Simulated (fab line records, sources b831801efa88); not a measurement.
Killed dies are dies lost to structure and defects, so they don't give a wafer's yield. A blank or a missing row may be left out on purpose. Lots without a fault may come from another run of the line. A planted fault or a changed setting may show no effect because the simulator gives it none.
Chamber matching | flow sky130 | SKY_VIA4_CMP_02 on cmp-01: 4 sister chambers
The step polishes SiO2. 8 wafers are shown with their chamber, then 8 later ones without.

WAFERS WITH THEIR CHAMBER
wafer  | chamber | motor_current_A (A) | head_pressure_psi (psi)
L266.2 | 1       | 11.1                | 4.000
L266.6 | 0       | 12.3                | 4.005
L268.3 | 1       | 11.4                | 3.987
L268.4 | 2       | 13.7                | 3.986
L268.6 | 2       | 13.1                | 4.001
L269.2 | 0       | 12.6                | 3.996
L269.5 | 3       | 10.0                | 4.003
L282.1 | 3       | 10.6                | 4.000

WAFERS WITHOUT THEIR CHAMBER
wafer  | motor_current_A (A) | head_pressure_psi (psi)
L282.3 | 12.3                | 4.002
L282.4 | 10.8                | 4.009
L284.3 | 10.2                | 3.991
L284.4 | 10.7                | 3.999
L284.6 | 12.4                | 4.006
L285.1 | 9.5                 | 3.995
L285.5 | 10.5                | 3.994
L285.6 | 12.6                | 4.010

WHICH CHAMBER EACH WENT THROUGH
wafer  | from the rows above     | in truth
L282.3 | 0                       | 0
L282.4 | can't be placed: 3 or 1 | 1
L284.3 | can't be placed: 3 or 1 | 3
L284.4 | can't be placed: 3 or 1 | 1
L284.6 | 0                       | 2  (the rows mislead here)
L285.1 | 3                       | 3
L285.5 | can't be placed: 3 or 1 | 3
L285.6 | can't be placed: 0 or 2 | 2
Placed correctly: 2 of 8. Can't be placed from these rows: 5 (the true chamber is among the candidates in 5). Placed wrongly: 1.
How it was worked out, from the rows above alone: a wafer's distance from a chamber is the root of the sum, over the readings, of the square of ((its reading less the chamber's mean) divided by the reading's scatter). The wafer belongs to the nearest chamber; if the next one is less than 2 further off, it can't be placed. A chamber's mean is the mean of its shown wafers. The scatter: the root of (the sum of the squares of (reading less its chamber's mean) over the shown wafers, divided by (wafers less chambers)).
